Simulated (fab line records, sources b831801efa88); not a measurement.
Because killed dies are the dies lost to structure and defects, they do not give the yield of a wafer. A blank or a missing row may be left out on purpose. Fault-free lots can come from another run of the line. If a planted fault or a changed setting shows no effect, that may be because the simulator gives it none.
Which tool was responsible? ; flow sky130 ; 14 lots with 42 wafers sampled at 5 steps, on a route of 708 steps

WHAT EACH GAUGE READ, for each wafer
The record holds no reading of a measuring or inspecting step that can be judged against a usual standard deviation.

WHAT TOOL EACH LOT RAN ON (gives the tool, then ch and the chambers of the sampled wafers, and finally the start)
lot;SKY_METAL3_SPUTTER_00;SKY_CAPM_CVD_00;SKY_METAL3_ETCH_17;SKY_METAL3_METAL_ETCH_18;SKY_METAL3_STRIP_19
L758;pvd sputter-01, day 36 13:46;pecvd-02 ch 1,2, day 36 13:56;rie diel-04 ch 1,2, day 38 18:11;rie metal-04 ch 0,1, day 38 18:13;plasma asher-04 ch 0,1, day 38 18:23
L760;pvd sputter-04, day 37 05:29;pecvd-03 ch 0,2, day 37 05:38;rie diel-01 ch 0,2,3, day 39 08:26;rie metal-04 ch 1, day 39 08:28;plasma asher-03 ch 0,1, day 39 08:38
L762;pvd sputter-02, day 37 17:01;pecvd-02 ch 0,1,2, day 37 17:11;rie diel-01 ch 0,1,3, day 39 19:35;rie metal-04 ch 0,1, day 39 19:40;plasma asher-02 ch 0,1, day 39 19:49
L761;pvd sputter-02, day 37 18:26;pecvd-03 ch 0,1, day 37 18:36;rie diel-04 ch 1,3, day 39 21:32;rie metal-03 ch 0,1, day 39 21:34;plasma asher-02 ch 0,1, day 39 21:44
L764;pvd sputter-02, day 38 02:30;pecvd-01 ch 0,1,2, day 38 02:39;rie diel-03 ch 0,2,3, day 40 05:05;rie metal-02 ch 0,1, day 40 05:07;plasma asher-04 ch 0,1, day 40 05:20
L765;pvd sputter-01, day 38 14:08;pecvd-02 ch 0,1, day 38 14:18;rie diel-01 ch 2,3, day 40 15:49;rie metal-04 ch 0,1, day 40 15:50;plasma asher-03 ch 0,1, day 40 16:01
L766;pvd sputter-02, day 38 18:19;pecvd-01 ch 0,2, day 38 18:29;rie diel-01 ch 0,1,2, day 40 21:05;rie metal-04 ch 0,1, day 40 21:07;plasma asher-03 ch 0,1, day 40 21:17
L770;pvd sputter-02, day 40 05:49;pecvd-01 ch 0,1,2, day 40 05:59;rie diel-03 ch 1,2,3, day 42 06:56;rie metal-04 ch 0,1, day 42 06:58;plasma asher-02 ch 0,1, day 42 07:08
L775;pvd sputter-04, day 41 15:11;pecvd-03 ch 0,2, day 41 15:20;rie diel-04 ch 1,2,3, day 43 14:50;rie metal-04 ch 1, day 43 14:52;plasma asher-04 ch 0,1, day 43 15:02
L777;pvd sputter-04, day 42 07:14;pecvd-01 ch 0,1, day 42 07:23;rie diel-04 ch 0,1,3, day 44 04:41;rie metal-04 ch 0,1, day 44 04:42;plasma asher-03 ch 0,1, day 44 04:53
L776;pvd sputter-02, day 42 07:36;pecvd-02 ch 0,1,2, day 42 07:45;rie diel-04 ch 1,2, day 44 06:38;rie metal-02 ch 0,1, day 44 06:40;plasma asher-02 ch 0,1, day 44 06:50
L778;pvd sputter-02, day 42 09:28;pecvd-01 ch 1,2, day 42 09:37;rie diel-04 ch 0,2,3, day 44 08:53;rie metal-03 ch 1, day 44 08:55;plasma asher-02 ch 1, day 44 09:05
L779;pvd sputter-04, day 42 09:45;pecvd-02 ch 0,1,2, day 42 09:54;rie diel-03 ch 1,3, day 44 09:14;rie metal-04 ch 1, day 44 09:16;plasma asher-03 ch 0,1, day 44 09:26
L780;pvd sputter-04, day 42 19:06;pecvd-02 ch 0,2, day 42 19:15;rie diel-01 ch 1,2,3, day 44 17:47;rie metal-03 ch 0,1, day 44 17:49;plasma asher-03 ch 0,1, day 44 17:59
- SKY_METAL3_SPUTTER_00: material Ti, target thk 15 nm, time 10 s.
- SKY_CAPM_CVD_00: deposits SiO2, target thk 15.5 nm.
- SKY_METAL3_ETCH_17: etches SiO2 in C4F8/O2/Ar, stops on TiN, time 3.9 s, target depth 15 nm.
- SKY_METAL3_METAL_ETCH_18: etches the open film in Cl2/BCl3, stops on SiO2, target depth 845 nm, time 183.1 s.
- SKY_METAL3_STRIP_19: strips in O2/N2.

WHAT THE TOOLS THEMSELVES READ (means of the sampled wafers that have a number; where no wafer has one, the mark that the record gives instead)
SKY_METAL3_SPUTTER_00.
lot;tool;throttle valve pct (%)
L758;pvd sputter-01;30.1
L760;pvd sputter-04;30.3
L762;pvd sputter-02;29.5
L761;pvd sputter-02;29.4
L764;pvd sputter-02;29.4
L765;pvd sputter-01;29.0
L766;pvd sputter-02;29.5
L770;pvd sputter-02;28.8
L775;pvd sputter-04;30.3
L777;pvd sputter-04;30.2
L776;pvd sputter-02;29.6
L778;pvd sputter-02;29.7
L779;pvd sputter-04;30.3
L780;pvd sputter-04;29.7

SKY_CAPM_CVD_00.
lot;tool;heater power w (W)
L758;pecvd-02;712
L760;pecvd-03;894
L762;pecvd-02;708
L761;pecvd-03;728
L764;pecvd-01;759
L765;pecvd-02;668
L766;pecvd-01;706
L770;pecvd-01;772
L775;pecvd-03;903
L777;pecvd-01;814
L776;pecvd-02;679
L778;pecvd-01;782
L779;pecvd-02;703
L780;pecvd-02;716

SKY_METAL3_ETCH_17.
lot;tool;bias w (W);chamber pressure mTorr (mTorr);oes product au (a.u.)
L758;rie diel-04;1202;39.99;0.760
L760;rie diel-01;1199;40.03;0.749
L762;rie diel-01;1204;40.01;0.756
L761;rie diel-04;1201;40.02;0.748
L764;rie diel-03;1199;39.98;0.755
L765;rie diel-01;1200;40.00;0.750
L766;rie diel-01;1203;40.01;0.758
L770;rie diel-03;1200;40.03;0.745
L775;rie diel-04;1198;39.96;0.750
L777;rie diel-04;1201;39.99;0.758
L776;rie diel-04;1202;40.03;0.761
L778;rie diel-04;1201;40.02;0.757
L779;rie diel-03;1202;39.98;0.752
L780;rie diel-01;1198;40.00;0.761

SKY_METAL3_METAL_ETCH_18.
lot;tool;bcl3 flow sccm (sccm);bias w (W);drypump motor current A (A);oes product au (a.u.);throttle valve pct (%)
L758;rie metal-04;30.05;48.32;6.1;0.870;22.258
L760;rie metal-04;29.93;48.51;6.0;0.865;22.267
L762;rie metal-04;30.05;48.57;6.1;0.869;22.265
L761;rie metal-03;30.05;48.68;5.8;0.870;22.270
L764;rie metal-02;29.96;48.58;6.1;0.868;22.263
L765;rie metal-04;-;-;-;-;-
L766;rie metal-04;-;-;-;-;-
L770;rie metal-04;29.90;48.45;6.3;0.863;22.261
L775;rie metal-04;30.01;48.52;6.0;0.862;22.261
L777;rie metal-04;30.03;48.46;6.1;0.865;22.257
L776;rie metal-02;30.08;48.47;6.1;0.875;22.265
L778;rie metal-03;30.01;48.49;5.9;0.875;22.275
L779;rie metal-04;29.99;48.53;6.0;0.862;22.259
L780;rie metal-03;30.05;48.48;5.6;0.869;22.254

SKY_METAL3_STRIP_19.
lot;tool;drypump motor current A (A);oes product au (a.u.);strip time to endpoint s (s)
L758;plasma asher-04;5.52;0.496;6.43
L760;plasma asher-03;5.77;0.501;6.48
L762;plasma asher-02;5.85;0.502;6.56
L761;plasma asher-02;5.90;0.496;6.39
L764;plasma asher-04;5.52;0.501;6.52
L765;plasma asher-03;5.78;0.713;11.84
L766;plasma asher-03;5.76;0.715;11.86
L770;plasma asher-02;5.98;0.504;6.53
L775;plasma asher-04;5.53;0.503;6.46
L777;plasma asher-03;5.75;0.501;6.53
L776;plasma asher-02;5.98;0.506;6.59
L778;plasma asher-02;6.08;0.503;6.56
L779;plasma asher-03;5.76;0.502;6.49
L780;plasma asher-03;5.76;0.501;6.51

THE ANSWER, worked out from the rows above alone
Rule: what is usual is taken from the lots themselves. The widest of any qualifying gaps counts: lots, ordered by their means at a reading, are off when they make up no more than a third of the lots, leave a main group of 4 or more, and stand apart from it by 3 or more times the standard deviation of that group's means. A main group whose means are all the same, to the digits that the tables above print for the reading, isn't used. Also off: a lot with no number at a reading for which 4 or more lots have one. All remaining lots with rows at the step are treated as sound. Order of review: gauges by route order, followed by the tools' own readings, for which a lot's mean as printed above is used. At the first step where some lot is off, the reading lying furthest off is the one used; lots without a number count as furthest.
Off at SKY_METAL3_METAL_ETCH_18 (bcl3 flow sccm): L765, L766. Without a number there: L765, L766. The main group has a mean of 30.01 sccm with a standard deviation of 0.053.
A tool fits if, at that step or a process step before it, it ran every lot that is off, and no sound lot after the first of them. None of those tried fits.

WHAT WAS PUT IN BY THE SIMULATOR
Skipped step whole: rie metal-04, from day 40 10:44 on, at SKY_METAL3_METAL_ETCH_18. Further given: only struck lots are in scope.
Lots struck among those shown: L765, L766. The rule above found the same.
